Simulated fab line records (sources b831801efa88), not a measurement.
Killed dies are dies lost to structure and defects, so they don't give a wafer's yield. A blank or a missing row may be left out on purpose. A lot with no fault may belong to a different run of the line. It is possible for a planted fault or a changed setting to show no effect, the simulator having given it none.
Comparing a struck lot with a sound one / flow sky130 / 19 out of 708 route steps
Sound: the wafers L361.1, L361.2, L361.4. Struck: wafers L371.2, L371.6 (left out: L371.4, a lot-mate that was not struck); the cause follows at the end.
Per side, at each step with rows, come the tool, then ch with its chambers, and then its first start. Under that, the readings that differ: sound wafers / struck wafers / difference of the means / sigmas: that difference in standard deviations of wafers without a fault.
alike: a reading whose means differ by less than 2 such deviations, as well as words and numbers matching on both sides. not compared: withheld readings; readings where some wafer has no value; bounds like >300 that might hide an equal value; numbers whose values overlap and for which the record gives no deviation.
Wherever a step has rows on one side only, a row that says differs or no value, or a row with sigmas, the two part there. Numbers that have no deviation but don't overlap get no sigmas and don't part them. Lack of a reading on every wafer of one side parts them only where that side has two or more wafers.

first, 6 steps without rows for these wafers: SKY_VIA1_ETCH_15 (etches SiO2 in C4F8/O2/Ar, stops on TiN, target depth 351 nm, time 54 s); SKY_VIA1_STRIP_16 (strips in O2/N2); SKY_VIA1_STRIP_17 (strips in post etch residue remover, time 1200 s); SKY_VIA1_CLEAN_18 (cleans in IPA, time 180 s); SKY_VIA1_CLEAN_19 (cleans in O3/DIW); SKY_VIA1_SPUTTER_20 (material TiN, target thk 20 nm, time 80 s).
SKY_VIA1_CVD_21: deposits W, target thk 270 nm, time 80.902 s.
  sound on cvd w-02 ch 0,1, day 35 02:38; struck on cvd w-01 ch 1, day 37 22:00
  alike: heater power w
SKY_VIA1_RS_MEAS_22: uses a four-point probe to measure.
  struck on film metro-03, day 37 22:07; sound on film metro-01, day 35 02:44
  alike: VIA1_W_RS
SKY_VIA1_THK_MEAS_23: measures by xrf.
  struck on film metro-03, day 37 22:13; sound on film metro-01, day 35 02:51
  alike: VIA1_W_THK
SKY_VIA1_CMP_24: polishes, stops on SiO2, t overpolish 15 s, target thk 0 nm.
  sound on cmp-02 ch 0,1,2, day 35 02:58; struck on cmp-02 ch 0,2, day 37 22:16
  alike: motor current A, overpolish run s, platen rpm, time to endpoint s
SKY_METAL2_SPUTTER_00: material Ti, target thk 15 nm, time 10 s.
  struck on pvd sputter-04, day 37 22:34; sound on pvd sputter-03, day 35 03:13
  alike: throttle valve pct
SKY_METAL2_SPUTTER_01: material TiN, target thk 20 nm, time 16.7 s.
  struck on pvd sputter-04, day 37 22:36; sound on pvd sputter-03, day 35 03:14
  alike: throttle valve pct
SKY_METAL2_SPUTTER_02: material AlCu, target thk 250 nm, time 13.3 s.
  struck on pvd sputter-04, day 37 22:37; sound on pvd sputter-03, day 35 03:15
reading=model.AlCu_of_METAL2_SPUTTER_02.thk nm (nm); sound=250.3 247.5 249.6; struck=233.5 232.9; difference=-15.9; sigmas=
  alike: throttle valve pct
then, 1 step without rows for these wafers: SKY_METAL2_SPUTTER_03 (material Ti, target thk 5 nm, time 3.3 s).
SKY_METAL2_SPUTTER_04: material TiN, target thk 70 nm, time 58.3 s.
  struck on pvd sputter-04, day 37 22:40; sound on pvd sputter-03, day 35 03:18
  alike: throttle valve pct
SKY_METAL2_RS_MEAS_05: uses a four-point probe to measure.
  struck on film metro-01, day 37 22:44; sound on film metro-01, day 35 03:22
reading=METAL2_ALCU_RS (ohm/sq); sound=0.1267 0.1283 0.1271; struck=0.1362 0.1366; difference=+0.0090; sigmas=+6
SKY_METAL2_THK_MEAS_06: measures by xrf.
  struck on film metro-01, day 37 22:50; sound on film metro-01, day 35 03:29
reading=METAL2_ALCU_THK (nm); sound=250.8 247.9 250.1; struck=231.7 232.5; difference=-17.5; sigmas=-6
then, 1 step without rows for these wafers: SKY_METAL2_DEHYDRATE_07 (time 60 s).
-- the record jumps here: 11 days lie between the struck wafers' starts before and after (it left off in module METAL2 and takes up again in module PAD_OPEN, whose first step shown is number 708 of the route) --
SKY_PAD_OPEN_PROBE_99:
  struck on prober-01, day 48 17:53; sound on prober-01, day 46 14:43
reading=model.etest.met2.line ohm um; sound=0.9102 0.9317 0.9104; struck=0.9571 0.9666; difference=+0.0444; sigmas=
reading=model.etest.met2.rs ohm sq; sound=0.1273 0.1301 0.128; struck=0.1376 0.1373; difference=+0.0090; sigmas=
  alike: defect limited yield, killed_at_M0_to_M3, killed_at_M4_up, killed at contacts, killed at front end, killed at other, killed dies, killed open, killed short, sort_bin_3_pad_short, sort_bin_5_function, sort_bin_6_memory, sort n pass, sort yield pct

WHERE THEY PART
Earliest at SKY_METAL2_RS_MEAS_05; latest, in this record, at SKY_METAL2_THK_MEAS_06. Later steps at which nothing parts them and some readings are alike: SKY_PAD_OPEN_PROBE_99.

WHY: whatever the simulator had introduced
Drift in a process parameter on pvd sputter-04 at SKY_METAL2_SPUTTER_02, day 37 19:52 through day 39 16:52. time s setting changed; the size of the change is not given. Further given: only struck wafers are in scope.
